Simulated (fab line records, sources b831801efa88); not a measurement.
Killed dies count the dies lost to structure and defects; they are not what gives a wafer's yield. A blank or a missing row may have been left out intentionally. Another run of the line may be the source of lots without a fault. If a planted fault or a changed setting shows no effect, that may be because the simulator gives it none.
Comparing a struck lot with a sound one    flow sky130    28 steps out of a route of 708
Sound: the wafers L846.1, L846.4, L846.6. The struck wafers were L859.1, L859.4, L859.6. The cause is given at the end.
For every step that has rows: the tool of each side, followed by ch and its chambers, followed by its first start. Under that, the readings that differ: sound wafers    struck wafers    difference of the means    sigmas: that difference in standard deviations of wafers without a fault.
alike: words and numbers the same on both sides, and readings whose means are apart by under 2 such deviations; not compared: readings that were withheld, readings missing a value for some wafer, numbers with overlapping values and no deviation given by the record, and bounds like >300 which may hide the same value.
A row with sigmas, a row that says differs or no value, or rows on one side alone: a step with any of these is where the two part. When numbers do not overlap yet have no deviation, they are printed without sigmas and do not part them. A reading that every wafer of one side lacks parts them only if that side has two wafers or more.

first, 5 steps without rows for these wafers: SKY_SONOS_ONO_COAT_08 (resist thk 1140 nm); SKY_SONOS_ONO_SOFTBAKE_09 (time 60 s); SKY_SONOS_ONO_EXPOSE_10 (exposes mask ONOM, target cd 410 nm); SKY_SONOS_ONO_PEB_11; SKY_SONOS_ONO_DEVELOP_12 (develop time 60 s).
SKY_SONOS_ONO_CD_MEAS_13: the cd target is 410 nm.
  sound on cd_sem-02 at day 13 20:17; struck on cd_sem-01 at day 17 22:20
reading     sound              struck             difference  sigmas
cd_nm (nm)  411.1 411.6 410.8  406.7 405.8 406.4  -4.9        -2
SKY_SONOS_ONO_OVL_MEAS_14:
  sound on overlay-02 at day 13 20:24; struck on overlay-02 at day 17 22:27
reading             sound        struck          difference  sigmas
SONOS_ONO_OVL (nm)  0.9 1.7 1.0  -2.1 -1.1 -2.4  -3.1        -3
SKY_SONOS_ONO_ETCH_15: etches the open film in CHF3/O2, target depth 19.52 nm, time 7.8 s.
  sound on rie_diel-01 ch 0,1, day 13 20:26; struck on rie_diel-03 ch 0,3, day 17 22:29
  alike: drypump_motor_current_A, oes_product_au, rf_fwd_power_W, throttle_valve_pct
  not compared: rf_hours_counter_h
then, 1 step without rows for these wafers: SKY_SONOS_ONO_WET_ETCH_16 (etches SiO2 in dHF, target depth 14 nm, time 280 s).
SKY_SONOS_ONO_STRIP_17: strips in O2/N2.
  sound on plasma_asher-02 ch 0,1, day 13 20:34; struck on plasma_asher-01 ch 0,1, day 17 22:41
  alike: drypump_motor_current_A, n2_flow_sccm, oes_product_au, strip_time_to_endpoint_s
  not compared: rf_hours_counter_h
then, 2 steps without rows for these wafers: SKY_SONOS_ONO_WET_ETCH_18 (etches Si3N4 in H3PO4, target depth 15 nm, time 172 s); SKY_GATE_OXIDE_CLEAN_00 (cleans in SC1/SC2, time 150 s).
SKY_GATE_OXIDE_OXIDATION_01: stabilise 600 s, purge 300 s, target thk 10.268 nm.
  sound on furnace-01 ch 0, day 13 20:59; struck on furnace-02 ch 0, day 17 22:53
reading                                            sound                 struck                difference  sigmas
spike_tc_bottom_C (C)                              920.9 920.0 919.3     893.6 895.4 895.5     -25.2       -9
spike_tc_centre_C (C)                              902.8 903.2 903.5     869.3 868.7 868.8     -34.2       -29
spike_tc_lower_C (C)                               902.7 901.1 902.2     869.3 869.0 868.5     -33.1       -33
spike_tc_top_C (C)                                 911.5 912.2 910.9     881.7 879.5 881.5     -30.6       -26
spike_tc_upper_C (C)                               901.6 902.7 902.0     868.3 866.6 868.3     -34.4       -31
tube_center_temp_C (C)                             899.88 900.06 900.11  867.42 867.35 867.26  -32.67      -99 or more
tube_center_temp_C_max                             902.3 902.5 902.4     869.8 869.3 869.7     -32.8       -78
zone_power_centre_pct (%)                          19.7 19.5 19.7        17.3 17.4 17.5        -2.2        -4
model.SiO2_of_GATE_OXIDE_OXIDATION_01.thk_nm (nm)  10.19 10.18 10.14     6.757 6.728 6.779     -3.415      
SKY_GATE_OXIDE_THK_MEAS_02:
  sound on film_metro-03 at day 13 22:24; struck on film_metro-03 at day 18 00:32
reading                           sound              struck          difference  sigmas
GATE_OXIDE_OXIDATION_00_THK (nm)  10.18 10.16 10.11  6.78 6.73 6.79  -3.38       -17
  not compared: hold
then, 6 steps without rows for these wafers: SKY_GATE_OXIDE_HMDS_04 (prime time 60 s); SKY_GATE_OXIDE_COAT_05 (resist thk 1140 nm); SKY_GATE_OXIDE_SOFTBAKE_06 (time 60 s); SKY_GATE_OXIDE_EXPOSE_07 (exposes mask LVOM, target cd 600 nm); SKY_GATE_OXIDE_PEB_08; SKY_GATE_OXIDE_DEVELOP_09 (develop time 60 s).
SKY_GATE_OXIDE_OVL_MEAS_10:
  sound on overlay-01 at day 15 00:02; struck on overlay-01 at day 19 06:11
reading              sound           struck       difference  sigmas
GATE_OXIDE_OVL (nm)  -2.6 -1.0 -1.1  1.1 2.4 2.7  +3.6        +2
then, 2 steps without rows for these wafers: SKY_GATE_OXIDE_IMPLANT_11; SKY_GATE_OXIDE_WET_ETCH_12 (etches SiO2 in dHF, target depth 16.8 nm, time 336 s).
SKY_GATE_OXIDE_STRIP_13: strips in O2/N2.
  sound on plasma_asher-03 ch 0, day 15 00:19; struck on plasma_asher-02 ch 1, day 19 06:28
  alike: drypump_motor_current_A, n2_flow_sccm, oes_product_au, strip_time_to_endpoint_s
  not compared: rf_hours_counter_h
SKY_GATE_OXIDE_TW_MEAS_14:
  sound on film_metro-02 at day 15 00:25; struck on film_metro-02 at day 19 06:48
  alike: GATE_OXIDE_TW
  not compared: hold
SKY_GATE_OXIDE_OXIDATION_16: stabilise 600 s, purge 300 s, target thk 3.57 nm.
  sound on furnace-01 ch 0, day 15 02:52; struck on furnace-02 ch 0, day 19 09:45
reading                                            sound              struck             difference  sigmas
model.SiO2_of_GATE_OXIDE_OXIDATION_01.thk_nm (nm)  11.59 11.57 11.54  8.418 8.416 8.472  -3.131      
  alike: spike_tc_bottom_C, spike_tc_centre_C, spike_tc_lower_C, spike_tc_top_C, spike_tc_upper_C, tube_center_temp_C, tube_center_temp_C_max, zone_power_centre_pct
then, 1 step without rows for these wafers: SKY_POLY_GATE_CVD_00 (deposits poly-Si, target thk 180 nm, time 720 s).
-- here the record skips 30 days between the struck wafers' starts before and after, leaving off in module POLY_GATE and picking up in module PAD_OPEN (first step shown: number 708 of the route) --
SKY_PAD_OPEN_PROBE_99:
  sound on prober-02 at day 46 16:15; struck on prober-01 at day 49 10:58
reading                                 sound                          struck                         difference  sigmas
model.etest.nfet_16v.r_on_ohm_um        1.406e+04 1.413e+04 1.404e+04  1.2e+04 1.2e+04 1.193e+04      -2.1e+03    
model.etest.pfet_16v.r_on_ohm_um        1.562e+04 1.578e+04 1.556e+04  1.463e+04 1.457e+04 1.418e+04  -1.193e+03  
model.etest.pfet_g5v0d10v5.r_on_ohm_um  4799 4839 4699                 4109 4098 4123                 -669        
model.etest.tip_sonos.rs_ohm_sq         2701 2683 2694                 2145 2150 2154                 -543        
model.etest.nfet_g5v0d10v5.r_on_ohm_um  1880 1888 1884                 1585 1594 1596                 -292        
model.etest.nfet_g5v0d10v5.drive_ua_um  601.3 603.8 607.6              809.1 813.3 811.3              +207.0      
model.etest.nfet_05v0_nvt.drive_ua_um   568.8 573 578.2                752.7 749.2 745.5              +175.8      
model.etest.tip_p.rs_ohm_sq             7057 7037 7058                 6773 6802 6775                 -267        
  alike: killed_at_M0_to_M3, killed_at_M4_up, killed_at_contacts, killed_at_front_end, killed_at_other, killed_dies, killed_open, killed_short

## WHERE THEY PART
Last at SKY_GATE_OXIDE_OVL_MEAS_10 as far as this record goes, first at SKY_SONOS_ONO_CD_MEAS_13. Later steps at which nothing parts them and some readings are alike: SKY_GATE_OXIDE_STRIP_13, SKY_GATE_OXIDE_TW_MEAS_14, SKY_GATE_OXIDE_OXIDATION_16, SKY_PAD_OPEN_PROBE_99.

WHY: whatever the simulator had introduced
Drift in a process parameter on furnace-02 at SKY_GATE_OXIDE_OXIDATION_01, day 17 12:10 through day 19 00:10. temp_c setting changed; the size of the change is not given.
